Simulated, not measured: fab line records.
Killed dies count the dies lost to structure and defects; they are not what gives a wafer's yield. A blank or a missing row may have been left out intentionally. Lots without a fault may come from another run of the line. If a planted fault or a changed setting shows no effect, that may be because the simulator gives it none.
Which of the tools did it?	flow sky130	Sampling: 14 lots, 42 wafers, 3 of 708 route steps

## WHAT THE GAUGES SHOWED, per wafer
SKY_LOCAL_INTERCONNECT_THK_MEAS_02: measures by xrf.
lot	measured	on	LOCAL_INTERCONNECT_TIN_THK (nm)
L152	day 29 02:50	filmMetro-01	99.8 98.8 99.2
L153	day 29 11:45	filmMetro-01	98.0 97.7 97.3
L154	day 29 22:02	filmMetro-02	99.1 99.4 99.7
L156	day 30 22:03	filmMetro-02	101.5 101.1 101.2
L158	day 31 02:34	filmMetro-03	98.9 99.3 98.7
L162	day 32 14:02	filmMetro-03	100.6 100.0 100.4
L163	day 33 00:44	filmMetro-01	100.3 99.2 100.6
L168	day 34 17:00	filmMetro-01	97.3 97.9 97.0
L169	day 35 14:16	filmMetro-01	99.8 99.6 100.0
L171	day 35 21:31	filmMetro-02	98.7 99.0 98.7
L172	day 35 23:23	filmMetro-02	99.4 97.7 98.3
L173	day 36 04:32	filmMetro-01	100.3 99.9 99.3
L174	day 36 09:47	filmMetro-01	100.7 100.9 101.0
L175	day 36 15:10	filmMetro-01	99.0 99.5 98.8

SKY_CONTACT_THK_MEAS_03.
lot	measured	on	CONTACT_HDPCVD_THK (nm)
L152	day 30 07:55	filmMetro-04	576 557 569
L153	day 30 16:26	filmMetro-03	569 565 568
L154	day 31 03:06	filmMetro-03	558 557 567
L156	day 32 03:04	filmMetro-03	565 566 567
L158	day 32 07:09	filmMetro-01	559 564 561
L162	day 33 17:23	filmMetro-03	552 563 556
L163	day 34 04:31	filmMetro-01	566 563 569
L168	day 35 21:08	filmMetro-04	559 573 563
L169	day 36 17:31	filmMetro-04	567 569 573
L171	day 37 00:17	filmMetro-04	557 557 557
L172	day 37 02:38	filmMetro-04	562 573 558
L173	day 37 06:35	filmMetro-04	570 569 560
L174	day 37 13:05	filmMetro-03	568 575 569
L175	day 37 17:55	filmMetro-01	566 565 562

## WHAT TOOL EACH LOT RAN ON (gives the tool, then ch and the chambers of the sampled wafers, and finally the start)
lot	SKY_LOCAL_INTERCONNECT_ETCH_13
L152	rieMetal-01 ch 0,1, day 30 06:35
L153	rieMetal-04 ch 1, day 30 15:34
L154	rieMetal-01 ch 0,1, day 31 02:14
L156	rieMetal-04 ch 0,1, day 32 02:07
L158	rieMetal-01 ch 0, day 32 06:05
L162	rieMetal-01 ch 0,1, day 33 16:31
L163	rieMetal-04 ch 0,1, day 34 03:38
L168	rieMetal-01 ch 0,1, day 35 20:14
L169	rieMetal-01 ch 1, day 36 16:34
L171	rieMetal-04 ch 0,1, day 36 23:20
L172	rieMetal-02 ch 0,1, day 37 01:43
L173	rieMetal-04 ch 0,1, day 37 05:43
L174	rieMetal-02 ch 0,1, day 37 12:11
L175	rieMetal-02 ch 0,1, day 37 16:56
- SKY_LOCAL_INTERCONNECT_ETCH_13: etches BARC in N2/H2, stops on SiO2, time 45.9 s, target depth 60 nm.

## WHAT THE TOOLS THEMSELVES READ (means of the sampled wafers that have a number; where no wafer has one, the mark that the record gives instead)
SKY_LOCAL_INTERCONNECT_ETCH_13.
lot	tool	drypumpMotorCurrentA (A)	oesProductAu (a.u.)	throttleValvePct (%)
L152	rieMetal-01	6.1	0.860	13.221
L153	rieMetal-04	5.8	0.855	13.230
L154	rieMetal-01	6.1	0.852	13.218
L156	rieMetal-04	5.5	0.857	13.228
L158	rieMetal-01	6.2	0.854	13.219
L162	rieMetal-01	6.1	0.856	13.228
L163	rieMetal-04	5.6	0.848	13.226
L168	rieMetal-01	6.1	0.850	13.223
L169	rieMetal-01	6.0	0.854	13.225
L171	rieMetal-04	5.7	0.854	13.216
L172	rieMetal-02	6.3	0.858	13.223
L173	rieMetal-04	5.7	0.852	13.222
L174	rieMetal-02	6.1	0.851	13.229
L175	rieMetal-02	6.3	0.854	13.222

## THE ANSWER, worked out from the rows above alone
Rule: usual is defined by the lots themselves. Put in order of their means at a reading, lots are off if they are a third of the lots or fewer, leave a main group of 4 or more, and stand apart from it by a gap of 3 or more times the standard deviation of the main group's means; of several such gaps the widest counts. A main group is skipped when, at the precision printed for the reading in the tables above, its means are all equal. Also off: a lot with no number at a reading for which 4 or more lots have one. The other lots that the step has rows for count as sound. Order of review: gauges by route order, followed by the tools' own readings, for which a lot's mean as printed above is used. The first step at which some lot is off is used, and at that step the reading that is off furthest; a lot without a number counts as furthest.
Nothing can be told from this: no lot is off at any reading shown.

## WHAT THE SIMULATOR PUT IN
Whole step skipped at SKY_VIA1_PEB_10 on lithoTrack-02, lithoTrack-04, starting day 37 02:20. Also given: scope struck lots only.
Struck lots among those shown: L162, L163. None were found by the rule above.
